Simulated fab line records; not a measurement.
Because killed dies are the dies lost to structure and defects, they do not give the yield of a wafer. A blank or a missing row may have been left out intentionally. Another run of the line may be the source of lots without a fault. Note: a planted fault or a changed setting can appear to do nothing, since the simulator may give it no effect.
Struck lot and sound lot, side by side	flow gf180mcu	14 steps out of a route of 602
Sound: wafers L833.2, L833.5, L833.6. Wafers L846.2, L846.4, L846.6 were the ones struck. The cause is named last.
Each step with rows lists, per side, the tool, then ch with its chambers, then its first start. Under that, the readings that differ: sound wafers	struck wafers	difference of the means	sigmas: that difference in standard deviations of wafers without a fault.
alike: readings with means less than 2 such deviations apart, plus words and numbers identical on both sides. not compared: withheld readings, readings lacking a value on some wafer, bounds such as >300 that could conceal the same value, and numbers that have no deviation in the record and whose values overlap.
A row with sigmas, a row that says differs or no value, or rows on one side alone: a step with any of these is where the two part. Numbers that have no deviation but don't overlap get no sigmas and don't part them. A reading missing from all wafers of one side parts the sides only when that side holds two or more wafers.

GF_DUAL_GATE_STRIP_13: strips in O2/N2.
  sound on plasma asher-02 ch 0,1, day 9 19:28; struck on plasma asher-01 ch 0,1, day 13 13:13
  alike: drypump motor current A, heater power w, n2 flow sccm, oes product au, strip time to endpoint s
  not compared: rf hours counter h
then, 3 steps without rows for these wafers: GF_DUAL_GATE_CLEAN_14 (cleans in SC1/SC2, time 150 s); GF_DUAL_GATE_OXIDATION_15 (stabilise 600 s, purge 300 s, target thk 7.098 nm); GF_POLY_GATE_CVD_00 (deposits poly-Si, target thk 200 nm, time 1200 s).
GF_POLY_GATE_THK_MEAS_01:
  sound on film metro-02, day 9 23:55; struck on film metro-03, day 13 17:23
  alike: POLY_GATE_CVD_00_THK
then, 7 steps without rows for these wafers: GF_POLY_GATE_DEHYDRATE_02 (time 60 s); GF_POLY_GATE_HMDS_03 (prime time 60 s); GF_POLY_GATE_COAT_04; GF_POLY_GATE_COAT_05 (resist thk 700 nm); GF_POLY_GATE_SOFTBAKE_06 (time 60 s); GF_POLY_GATE_EXPOSE_07 (exposes mask Poly2, target cd 280 nm); GF_POLY_GATE_PEB_08 (peb time 90 s).
GF_POLY_GATE_DEVELOP_09: develop time 60 s.
  sound on litho track-01 ch 0, day 10 17:26; struck on litho track-01, day 14 14:38
  no value came back on the struck wafers for chill plate temp C (C), develop time s (s); on the sound wafers chill plate temp C (C) reads 23.03 22.90 23.01
reading	sound	struck	difference	sigmas
model.KrF_of_POLY_GATE_COAT_05.thk nm (nm)	686.9 686 686.7	702.2 699.5 700.6	+14.2	
GF_POLY_GATE_CD_MEAS_10: the cd target is 280 nm.
  sound on cd sem-01, day 10 17:34; struck on cd sem-02, day 14 14:46
reading	sound	struck	difference	sigmas
cd nm (nm)	279.3 277.7 279.3	- - -	no value on the struck wafers	

== WHERE THEY PART ==
First at GF_POLY_GATE_DEVELOP_09; last, within this record, at GF_POLY_GATE_CD_MEAS_10.

WHY: what the simulator had put in
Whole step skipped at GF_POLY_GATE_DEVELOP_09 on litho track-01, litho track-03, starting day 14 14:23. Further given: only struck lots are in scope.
